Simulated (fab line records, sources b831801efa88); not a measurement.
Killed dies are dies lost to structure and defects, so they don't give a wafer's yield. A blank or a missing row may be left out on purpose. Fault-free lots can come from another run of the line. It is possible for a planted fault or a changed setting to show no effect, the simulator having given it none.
fab line records -- flow sfq_line
[record] lots = 5, wafers = 15, last_day = 92
route steps=325 shown C5@240 M6@251 I6@266 M7@281 M8@325
lots that met no fault: taken from a fault-free run of the same line
start_h: the number of hours between the record's first day and the start of the first shown wafer of the lot -- wait_h: hours from the lot's prior step to this one -- " repeats the value in the row above -- L1.1+2: a single row standing in for several wafers -- - no value, or no start was given -- * or withheld: withheld -- < > ~ a bound
route shown NAME@n: a module of which the file shows steps, and the number in the route of the first -- usual: average and standard deviation across the fault-free wafers -- same: alike in all rows -- chamber/n: place in a boat -- sites: each site's reading -- _std_site: the values' standard deviation -- _edge_site: outer sites' mean less inner sites' -- radius_mm: how far each site lies from the wafer's centre -- mask NAME#n: copy n -- behind: the last tool/chamber to shape the wafer -- hold: reason for holding the lot/hours on hold/outcome of the hold -- device: which transistor (n, p or np) failed to switch -- end of line: the route-end tests of the same wafers -- a step without rows: its recipe alone -- killed: count of dies lost to structure and defects at first sort (not the wafer's yield) -- map: the dies of a wafer, with x for killed, . for not killed, _ for no die there
set.NAME: the setting the step ran with; set.NAME@STEP: the setting that earlier step ran with -- model.NAME: the simulator's own value behind a step, which no gauge read
lots at selected steps of the route; one table per step, one row per wafer
services: when a tool's chamber went out of use (start_h, in hours from the record's first day, below 0 if earlier), for how many hours, and the reason
[[steps]]
[step SFQ_TRILAYER_C5_LITHO_COAT_156]
[recipe] resist = BARC, spin_rpm = 3000, resist_thk_nm = 62
[step SFQ_TRILAYER_C5_LITHO_COAT_151]
[recipe] resist = KrF, spin_rpm = 3000, resist_thk_nm = 650
[step SFQ_TRILAYER_C5_LITHO_SOFTBAKE_155]
[recipe] temp_c = withheld, time_s = withheld, resist = KrF
[step SFQ_TRILAYER_C5_LITHO_EXPOSE_152]
[recipe] mask_id = C5, na = 0.6, source_shape = conventional, sigma_outer = 0.65, target_cd_nm = 500, dose_mj = 21.3
[step SFQ_TRILAYER_C5_LITHO_PEB_154]
[recipe] peb_temp_c = 115, peb_time_s = 60, resist = KrF
[step SFQ_TRILAYER_C5_LITHO_DEVELOP_153]
[recipe] time_s = 60, resist = KrF
[step SFQ_C5_OVL_MEAS_937]
[usual] C5_OVL = -2/6.3
lot.wafer,tool,chamber,start_h,wait_h,C5_OVL[nm]
L482.1,overlay-01,-,1766.16,0.1,-4
L482.2,overlay-01,-,1766.16,0.1,-4
L482.3,overlay-01,-,1766.16,0.1,0
L485.3,overlay-01,-,1778.17,0.1,-2
L485.4,overlay-01,-,1778.17,0.1,0
L485.6,overlay-01,-,1778.17,0.1,-3
L492.2,overlay-02,-,1800.96,0.1,-9
L492.5,overlay-02,-,1800.96,0.1,-9
L492.6,overlay-02,-,1800.96,0.1,-3
L494.1,overlay-02,-,1808.16,0.1,-8
L494.2,overlay-02,-,1808.16,0.1,-8
L494.6,overlay-02,-,1808.16,0.1,-12
L498.1,overlay-01,-,1862.26,0.1,-3
L498.3,overlay-01,-,1862.26,0.1,-3
L498.6,overlay-01,-,1862.26,0.1,-5
[step SFQ_TRILAYER_C5_BARC_OPEN_VIA_ETCH_210]
[recipe] mask_material = PR, chemistry = O2, target_depth_nm = 125, target = BARC, source_w = 500, bias_w = 80, pressure_mtorr = 30, time_s = 41.7
[usual] drypump_motor_current_A = 5.9/0.42, oes_product_au = 0.685/0.0047
lot.wafer,tool,chamber,start_h,wait_h,drypump_motor_current_A,oes_product_au,rf_hours_counter_h
L482.1,rie_diel-01,0,1766.19,0.0,5.8,0.691,7
L482.2,rie_diel-01,3,1766.19,0.0,6.6,0.681,14
L482.3,rie_diel-01,1,1766.19,0.0,6.2,0.694,20
L485.3,rie_diel-01,1,1778.19,0.0,6.2,0.686,20
L485.4,rie_diel-01,2,1778.19,0.0,5.1,0.681,4
L485.6,rie_diel-01,1,1778.19,0.0,6.2,0.678,-
L492.2,rie_diel-04,2,1800.99,0.0,5.3,0.684,12
L492.5,rie_diel-04,0,1800.99,0.0,5.8,0.688,-
L492.6,rie_diel-04,2,1800.99,0.0,5.3,0.680,-
L494.1,rie_diel-01,3,1808.19,0.0,6.6,0.685,14
L494.2,rie_diel-01,2,1808.19,0.0,5.1,0.685,4
L494.6,rie_diel-01,0,1808.19,0.0,5.8,0.680,-
L498.1,rie_diel-01,0,1862.29,0.0,5.8,0.679,8
L498.3,rie_diel-01,3,1862.29,0.0,6.6,0.689,15
L498.6,rie_diel-01,2,1862.29,0.0,5.1,0.690,-
[step SFQ_TRILAYER_C5_ETCH_VIA_ETCH_154]
[recipe] target = SiO2, mask_material = PR, chemistry = CHF3, target_depth_nm = 84, source_w = 500, bias_w = 80, pressure_mtorr = 30, time_s = withheld, stop_on = Nb
[step SFQ_TRILAYER_C5_STRIP_STRIP_155]
[recipe] gas = O2, power_w = 200, platen_temp_c = 40, overash_fraction = 0.65, chemistry = O2, pressure_mtorr = 50
[step SFQ_TRILAYER_C5_STRIP_SOLV_CLEAN_156]
[recipe] chemistry = NMP, temp_c = 70, time_s = 600
[step SFQ_TRILAYER_M6_DEP_PRE_CLEAN_158]
[recipe] gas = Ar, time_s = 22.5, bias_v = 250
[step SFQ_TRILAYER_M6_DEP_SPUTTER_157]
[recipe] material = Nb, base_pressure_pa = 1.33e-06, chamber_pressure_pa = 0.1333, substrate_temp_c = 20, target_thk_nm = 200, power_w = 2000, time_s = 133.3
[usual] chamber_pressure_pa = 0.13325/0.00028, throttle_valve_pct = 29.7/0.8
lot.wafer,tool,chamber,start_h,wait_h,chamber_pressure_pa,throttle_valve_pct,model.Nb_of_TRILAYER_M6_DEP_SPUTTER_157.thk_nm
L482.1,pvd_sputter-05,-,1767.09,0.0,0.13318,29.8,194.1
L482.2,pvd_sputter-05,-,1767.09,0.0,0.13252,31.0,197.1
L482.3,pvd_sputter-05,-,1767.09,0.0,0.13302,30.4,197.3
L485.3,pvd_sputter-03,-,1779.09,0.0,0.13241,28.0,198.3
L485.4,pvd_sputter-03,-,1779.09,0.0,0.13345,30.2,199.1
L485.6,pvd_sputter-03,-,1779.09,0.0,0.13352,29.6,198.7
L492.2,pvd_sputter-03,-,1802.49,0.0,0.13366,30.2,197.9
L492.5,pvd_sputter-03,-,1802.49,0.0,0.13347,29.3,197.4
L492.6,pvd_sputter-03,-,1802.49,0.0,0.1334,28.2,195.1
L494.1,pvd_sputter-05,-,1809.69,0.0,0.13309,29.3,381.7
L494.2,pvd_sputter-05,-,1809.69,0.0,0.1329,29.8,200.6
L494.6,pvd_sputter-05,-,1809.69,0.0,0.13319,29.3,200.9
L498.1,pvd_sputter-03,-,1863.19,0.0,0.13347,29.6,200.9
L498.3,pvd_sputter-03,-,1863.19,0.0,0.13369,28.3,199.1
L498.6,pvd_sputter-03,-,1863.19,0.0,0.13329,28.3,198.6
[step SFQ_M6_RS_MEAS_938]
[recipe] thk_meas_gauge = four-point-probe, reads = Nb_of_TRILAYER_M6_DEP_SPUTTER_157
[usual] M6_NB_RS = 0.896/0.0086
lot.wafer,tool,chamber,start_h,wait_h,hold,M6_NB_RS[ohm/sq]
L482.1,film_metro-04,-,1767.18,0.0,-,0.917
L482.2,film_metro-04,-,1767.18,0.0,-,0.902
L482.3,film_metro-04,-,1767.18,0.0,-,0.903
L485.3,film_metro-03,-,1779.22,0.1,-,0.899
L485.4,film_metro-03,-,1779.22,0.1,-,0.895
L485.6,film_metro-03,-,1779.22,0.1,-,0.896
L492.2,film_metro-02,-,1802.60,0.1,-,0.899
L492.5,film_metro-02,-,1802.60,0.1,-,0.900
L492.6,film_metro-02,-,1802.60,0.1,-,0.912
L494.1,film_metro-03,-,1809.78,0.0,await_dispo/0.2h/release,0.464
L494.2,film_metro-03,-,1809.78,0.0,await_dispo/0.2h/release,0.887
L494.6,film_metro-03,-,1809.78,0.0,await_dispo/0.2h/release,0.885
L494.1,film_metro-03,-,1810.06,0.3,-,0.464
L494.2,film_metro-03,-,1810.06,0.3,-,0.887
L494.6,film_metro-03,-,1810.06,0.3,-,0.887
L498.1,film_metro-02,-,1863.28,0.0,-,0.888
L498.3,film_metro-02,-,1863.28,0.0,-,0.893
L498.6,film_metro-02,-,1863.28,0.0,-,0.897
[step SFQ_TRILAYER_M6_LITHO_COAT_159]
[recipe] resist = KrF, spin_rpm = 3000, resist_thk_nm = 600
[step SFQ_TRILAYER_M6_LITHO_SOFTBAKE_163]
[recipe] temp_c = withheld, time_s = withheld, resist = KrF
[step SFQ_TRILAYER_M6_LITHO_EXPOSE_160]
[recipe] mask_id = M6, na = 0.6, source_shape = conventional, sigma_outer = 0.65, target_cd_nm = 500, dose_mj = 14.4
[step SFQ_TRILAYER_M6_LITHO_PEB_162]
[recipe] peb_temp_c = 115, peb_time_s = 60, resist = KrF
[step SFQ_TRILAYER_M6_LITHO_DEVELOP_161]
[recipe] time_s = 60, resist = KrF
[step SFQ_M6_OVL_MEAS_940]
[usual] M6_OVL = 4/5.7
lot.wafer,tool,chamber,start_h,wait_h,M6_OVL[nm]
L482.1,overlay-02,-,1823.74,0.1,11
L482.2,overlay-02,-,1823.74,0.1,13
L482.3,overlay-02,-,1823.74,0.1,12
L485.3,overlay-01,-,1836.78,0.1,4
L485.4,overlay-01,-,1836.78,0.1,-1
L485.6,overlay-01,-,1836.78,0.1,-2
L492.2,overlay-01,-,1849.98,0.1,8
L492.5,overlay-01,-,1849.98,0.1,9
L492.6,overlay-01,-,1849.98,0.1,15
L494.1,overlay-01,-,1853.57,0.1,13
L494.2,overlay-01,-,1853.57,0.1,17
L494.6,overlay-01,-,1853.57,0.1,11
L498.1,overlay-02,-,1941.18,0.1,-3
L498.3,overlay-02,-,1941.18,0.1,3
L498.6,overlay-02,-,1941.18,0.1,7
[step SFQ_TRILAYER_M6_BARC_OPEN_METAL_ETCH_206]
[recipe] mask_material = PR, chemistry = O2, target_depth_nm = 125, target = BARC, icp_w = 600, bias_w = 80, pressure_mtorr = 10, time_s = 41.7
[usual] drypump_motor_current_A = 6.2/0.41, oes_product_au = 0.685/0.0046
lot.wafer,tool,chamber,start_h,wait_h,drypump_motor_current_A,oes_product_au,rf_hours_counter_h
L482.1,rie_metal-01,1,1823.77,0.0,5.9,0.687,40
L482.2,rie_metal-01,0,1823.77,0.0,5.8,0.684,100
L482.3,rie_metal-01,1,1823.77,0.0,5.9,0.682,-
L485.3,rie_metal-01,0,1836.83,0.0,5.7,0.677,-
L485.4,rie_metal-01,1,1836.83,0.0,5.9,0.696,-
L485.6,rie_metal-01,0,1836.83,0.0,5.7,0.677,-
L492.2,rie_metal-01,1,1850.01,0.0,5.9,0.687,46
L492.5,rie_metal-01,0,1850.01,0.0,5.7,0.688,-
L492.6,rie_metal-01,1,1850.01,0.0,5.9,0.684,-
L494.1,rie_metal-02,0,1853.61,0.0,6.4,0.685,49
L494.2,rie_metal-02,1,1853.61,0.0,6.8,0.691,110
L494.6,rie_metal-02,0,1853.61,0.0,6.4,0.683,-
L498.1,rie_metal-02,1,1941.22,0.0,6.8,0.688,125
L498.3,rie_metal-02,0,1941.22,0.0,6.4,0.698,-
L498.6,rie_metal-02,1,1941.22,0.0,6.9,0.693,-
[step SFQ_TRILAYER_M6_ETCH_METAL_ETCH_162]
[recipe] target = Nb, stop_on = SiO2, mask_material = PR, chemistry = Cl2/Ar, target_depth_nm = 240, icp_w = 600, bias_w = 80, pressure_mtorr = 10, time_s = 120
[usual] drypump_motor_current_A = 6.2/0.41, oes_product_au = 0.891/0.0065
lot.wafer,tool,chamber,start_h,wait_h,drypump_motor_current_A,oes_product_au,rf_hours_counter_h
L482.1,rie_metal-01,1,1823.83,0.0,5.9,0.878,40
L482.2,rie_metal-01,0,1823.83,0.0,5.7,0.888,100
L482.3,rie_metal-01,1,1823.83,0.0,5.9,0.872,-
L485.3,rie_metal-01,0,1836.91,0.1,5.7,0.882,-
L485.4,rie_metal-01,1,1836.91,0.1,5.9,0.890,-
L485.6,rie_metal-01,0,1836.91,0.1,5.7,0.888,-
L492.2,rie_metal-01,1,1850.07,0.0,5.9,0.880,46
L492.5,rie_metal-01,0,1850.07,0.0,5.8,0.897,-
L492.6,rie_metal-01,1,1850.07,0.0,5.9,0.885,-
L494.1,rie_metal-02,0,1853.67,0.0,6.4,1.000,49
L494.2,rie_metal-02,1,1853.67,0.0,6.8,0.900,110
L494.6,rie_metal-02,0,1853.67,0.0,6.4,0.892,-
L498.1,rie_metal-02,1,1941.28,0.0,6.8,0.897,125
L498.3,rie_metal-02,0,1941.28,0.0,6.4,0.894,-
L498.6,rie_metal-02,1,1941.28,0.0,6.8,0.884,-
[step SFQ_TRILAYER_M6_STRIP_STRIP_163]
[recipe] gas = O2, power_w = 200, platen_temp_c = 40, overash_fraction = 0.65, chemistry = O2, pressure_mtorr = 50
[step SFQ_TRILAYER_M6_STRIP_SOLV_CLEAN_164]
[recipe] chemistry = NMP, temp_c = 70, time_s = 600
[step SFQ_TRILAYER_I6_DEP_PECVD_165]
[recipe] material = SiO2, temp_c = 150, time_s = 111.11, pressure_torr = 2.4, rf_w = 183.3, precursor = SiH4/N2O, target_thk_nm = 500
[step SFQ_TRILAYER_I6_CMP_CMP_166]
[recipe] material = SiO2, down_force_psi = 3, platen_rpm = 60, pad_velocity_m_s = 0.94248
[step SFQ_I6_BOW_MEAS_941]
[recipe] mode = bow
[usual] I6_BOW = 6/12
lot.wafer,tool,chamber,start_h,wait_h,I6_BOW[um]
L482.1,film_metro-01,-,1829.55,1.5,20
L482.2,film_metro-01,-,1829.55,1.5,23
L482.3,film_metro-01,-,1829.55,1.5,29
L485.3,film_metro-03,-,1844.88,1.5,10
L485.4,film_metro-03,-,1844.88,1.5,13
L485.6,film_metro-03,-,1844.88,1.5,1
L492.2,film_metro-01,-,1868.86,1.0,16
L492.5,film_metro-01,-,1868.86,1.0,12
L492.6,film_metro-01,-,1868.86,1.0,-5
L494.1,film_metro-04,-,1877.55,1.0,13
L494.2,film_metro-04,-,1877.55,1.0,-6
L494.6,film_metro-04,-,1877.55,1.0,2
L498.1,film_metro-03,-,1946.46,2.5,11
L498.3,film_metro-03,-,1946.46,2.5,18
L498.6,film_metro-03,-,1946.46,2.5,32
[step SFQ_TRILAYER_I6_METRO_MEASURE_167]
[usual] thk_nm = 199.7/0.93
lot.wafer,tool,chamber,start_h,wait_h,thk_nm
L482.1,film_metro-01,-,1829.67,0.1,199.7
L482.2,film_metro-01,-,1829.67,0.1,199.6
L482.3,film_metro-01,-,1829.67,0.1,201.5
L485.3,film_metro-03,-,1845.36,0.5,198.8
L485.4,film_metro-03,-,1845.36,0.5,199.3
L485.6,film_metro-03,-,1845.36,0.5,198.6
L492.2,film_metro-01,-,1869.16,0.3,199.5
L492.5,film_metro-01,-,1869.16,0.3,201.2
L492.6,film_metro-01,-,1869.16,0.3,199.0
L494.1,film_metro-04,-,1877.67,0.1,201.0
L494.2,film_metro-04,-,1877.67,0.1,200.3
L494.6,film_metro-04,-,1877.67,0.1,199.8
L498.1,film_metro-03,-,1946.58,0.1,197.8
L498.3,film_metro-03,-,1946.58,0.1,198.4
L498.6,film_metro-03,-,1946.58,0.1,198.7
[step SFQ_TRILAYER_I6_VIA_LITHO_COAT_174]
[recipe] resist = BARC, spin_rpm = 3000, resist_thk_nm = 62
[step SFQ_TRILAYER_I6_VIA_LITHO_COAT_169]
[recipe] resist = KrF, spin_rpm = 3000, resist_thk_nm = 650
[step SFQ_TRILAYER_I6_VIA_LITHO_SOFTBAKE_173]
[recipe] temp_c = withheld, time_s = withheld, resist = KrF
[step SFQ_TRILAYER_I6_VIA_LITHO_EXPOSE_170]
[recipe] mask_id = I6, na = 0.6, source_shape = conventional, sigma_outer = 0.65, target_cd_nm = 700, dose_mj = 21.3
[step SFQ_TRILAYER_I6_VIA_LITHO_PEB_172]
[recipe] peb_temp_c = 115, peb_time_s = 60, resist = KrF
[step SFQ_TRILAYER_I6_VIA_LITHO_DEVELOP_171]
[recipe] time_s = 60, resist = KrF
[step SFQ_I6_OVL_MEAS_942]
[usual] I6_OVL = 0/5.1
lot.wafer,tool,chamber,start_h,wait_h,I6_OVL[nm]
L482.1,overlay-01,-,1871.86,0.1,-5
L482.2,overlay-01,-,1871.86,0.1,1
L482.3,overlay-01,-,1871.86,0.1,-4
L485.3,overlay-02,-,1882.47,0.1,-4
L485.4,overlay-02,-,1882.47,0.1,2
L485.6,overlay-02,-,1882.47,0.1,1
L492.2,overlay-02,-,1892.81,0.1,4
L492.5,overlay-02,-,1892.81,0.1,6
L492.6,overlay-02,-,1892.81,0.1,3
L494.1,overlay-02,-,1897.61,0.1,1
L494.2,overlay-02,-,1897.61,0.1,-3
L494.6,overlay-02,-,1897.61,0.1,0
L498.1,overlay-02,-,1978.74,0.1,-1
L498.3,overlay-02,-,1978.74,0.1,-3
L498.6,overlay-02,-,1978.74,0.1,1
[step SFQ_TRILAYER_I6_VIA_BARC_OPEN_VIA_ETCH_235]
[recipe] mask_material = PR, chemistry = O2, target_depth_nm = 125, target = BARC, source_w = 500, bias_w = 80, pressure_mtorr = 30, time_s = 41.7
[usual] drypump_motor_current_A = 5.8/0.42, oes_product_au = 0.686/0.0048
lot.wafer,tool,chamber,start_h,wait_h,drypump_motor_current_A,oes_product_au,rf_hours_counter_h
L482.1,rie_diel-03,3,1871.89,0.0,4.9,0.689,6
L482.2,rie_diel-03,2,1871.89,0.0,6.2,0.687,5
L482.3,rie_diel-03,1,1871.89,0.0,5.7,0.694,13
L485.3,rie_diel-02,0,1882.49,0.0,6.3,0.691,0
L485.4,rie_diel-02,3,1882.49,0.0,6.1,0.680,1
L485.6,rie_diel-02,3,1882.49,0.0,6.1,0.682,-
L492.2,rie_diel-03,3,1892.84,0.0,4.9,0.690,6
L492.5,rie_diel-03,2,1892.84,0.0,6.3,0.694,-
L492.6,rie_diel-03,1,1892.84,0.0,5.7,0.692,-
L494.1,rie_diel-03,1,1897.64,0.0,5.7,0.684,13
L494.2,rie_diel-03,3,1897.64,0.0,4.9,0.681,6
L494.6,rie_diel-03,1,1897.64,0.0,5.7,0.687,-
L498.1,rie_diel-04,2,1978.77,0.0,5.4,0.685,14
L498.3,rie_diel-04,0,1978.77,0.0,5.9,0.673,16
L498.6,rie_diel-04,1,1978.77,0.0,5.7,0.690,-
[step SFQ_TRILAYER_I6_VIA_ETCH_VIA_ETCH_172]
[recipe] target = SiO2, stop_on = Nb, mask_material = PR, taper_deg = 20, chemistry = CHF3, target_depth_nm = 260, source_w = 500, bias_w = 80, pressure_mtorr = 30, time_s = withheld
[usual] drypump_motor_current_A = 5.8/0.42, oes_product_au = 0.854/0.005
lot.wafer,tool,chamber,start_h,wait_h,drypump_motor_current_A,oes_product_au
L482.1,rie_diel-03,3,1871.93,0.0,4.9,0.853
L482.2,rie_diel-03,2,1871.93,0.0,6.3,0.854
L482.3,rie_diel-03,1,1871.93,0.0,5.7,0.863
L485.3,rie_diel-02,0,1882.53,0.0,6.2,0.850
L485.4,rie_diel-02,3,1882.53,0.0,6.1,0.850
L485.6,rie_diel-02,3,1882.53,0.0,6.1,0.854
L492.2,rie_diel-03,3,1892.88,0.0,4.9,0.847
L492.5,rie_diel-03,2,1892.88,0.0,6.2,0.863
L492.6,rie_diel-03,1,1892.88,0.0,5.7,0.854
L494.1,rie_diel-03,1,1897.68,0.0,5.7,0.863
L494.2,rie_diel-03,3,1897.68,0.0,4.9,0.852
L494.6,rie_diel-03,1,1897.68,0.0,5.7,0.865
L498.1,rie_diel-04,2,1978.81,0.0,5.3,0.846
L498.3,rie_diel-04,0,1978.81,0.0,5.8,0.852
L498.6,rie_diel-04,1,1978.81,0.0,5.6,0.849
[step SFQ_TRILAYER_I6_VIA_STRIP_STRIP_173]
[recipe] gas = O2, power_w = 200, platen_temp_c = 40, overash_fraction = 0.65, chemistry = O2, pressure_mtorr = 50
[step SFQ_TRILAYER_I6_VIA_STRIP_SOLV_CLEAN_174]
[recipe] chemistry = NMP, temp_c = 70, time_s = 600
[step SFQ_TRILAYER_M7_DEP_PRE_CLEAN_176]
[recipe] gas = Ar, time_s = 22.5, bias_v = 250
[step SFQ_M8_BOW_MEAS_951]
[recipe] mode = bow
[usual] M8_BOW = 8/12
lot.wafer,tool,chamber,start_h,wait_h,M8_BOW[um],model.etest.m6.comb_log10_ohm,model.etest.m6.ohm_sq
L482.1,film_metro-04,-,2120.87,0.0,15,12,0.9176
L482.2,film_metro-04,-,2120.87,0.0,18,12,0.9037
L482.3,film_metro-04,-,2120.87,0.0,24,12,0.9025
L485.3,film_metro-04,-,2134.11,0.0,13,12,0.8982
L485.4,film_metro-04,-,2134.11,0.0,16,12,0.8943
L485.6,film_metro-04,-,2134.11,0.0,5,12,0.8964
L492.2,film_metro-02,-,2159.49,0.0,13,12,0.9001
L492.5,film_metro-02,-,2159.49,0.0,9,12,0.9023
L492.6,film_metro-02,-,2159.49,0.0,-8,12,0.9129
L494.1,film_metro-02,-,2170.19,0.0,14,0,0.4666
L494.2,film_metro-02,-,2170.19,0.0,-4,12,0.8878
L494.6,film_metro-02,-,2170.19,0.0,5,12,0.8866
L498.1,film_metro-02,-,2211.79,0.0,9,12,0.8866
L498.3,film_metro-02,-,2211.79,0.0,16,12,0.8944
L498.6,film_metro-02,-,2211.79,0.0,28,12,0.8968
[[services]]
tool,chamber,start_h,hours,kind
rie_diel-03,-,1747.39,2.8,pm
rie_metal-01,-,1751.89,2.8,pm
pvd_sputter-03,-,1758.48,2.1,repair
film_metro-01,-,1760.80,2.0,pm
rie_diel-01,-,1800.51,1.2,repair
film_metro-01,-,1801.34,0.3,pm
rie_diel-04,1,1804.63,5.6,repair
rie_metal-02,0,1816.86,16.9,repair
rie_diel-04,-,1817.65,0.1,repair
rie_metal-02,-,1832.20,5.5,repair
rie_diel-01,0,1841.60,5.4,repair
rie_diel-03,0,1841.63,44.4,repair
rie_diel-02,2,1845.66,3.3,repair
film_metro-03,-,1867.16,1.4,pm
film_metro-01,-,1874.41,0.3,pm
film_metro-03,-,1878.62,0.6,pm
rie_diel-04,0,1880.11,8.7,repair
rie_diel-03,3,1885.64,4.4,repair
rie_metal-02,-,1888.52,0.1,repair
rie_diel-04,-,1892.19,2.8,pm
rie_metal-01,-,1907.73,1.6,repair
rie_diel-03,-,1936.77,0.7,repair
rie_diel-04,3,1970.77,8.6,repair
rie_diel-03,1,1973.38,7.2,repair
[[key]]
[first_sign] step = SFQ_M6_RS_MEAS_938, reading = visit, direction = added
[effect] step = SFQ_M6_RS_MEAS_938, reading = M6_NB_RS, direction = down, sigmas = 50, usual = 0.896, struck = 0.464
[effect] step = SFQ_TRILAYER_M6_ETCH_METAL_ETCH_162, reading = oes_product_au, direction = up, sigmas = 17, usual = 0.891, struck = 1.000
[model_effect] step = SFQ_TRILAYER_M6_DEP_SPUTTER_157, value = Nb_of_TRILAYER_M6_DEP_SPUTTER_157.thk_nm, without = 200.1, struck = 381.7
[model_effect] step = SFQ_M8_BOW_MEAS_951, value = etest.m6.comb_log10_ohm, without = 12, struck = 0
met_at SFQ_TRILAYER_M6_DEP_SPUTTER_157
struck_wafers L494.1
onset_between 1767.09 1809.69
[fault] kind = process_parameter_drift, tool = pvd_sputter-05, chamber = -, onset_h = 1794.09, steps = SFQ_TRILAYER_M6_DEP_SPUTTER_157, channel = target_thk_nm, offset = 181.59, shape = step, end_h = 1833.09, scope = struck_wafers_only, acts_in = these_recipes_only, stated = 200
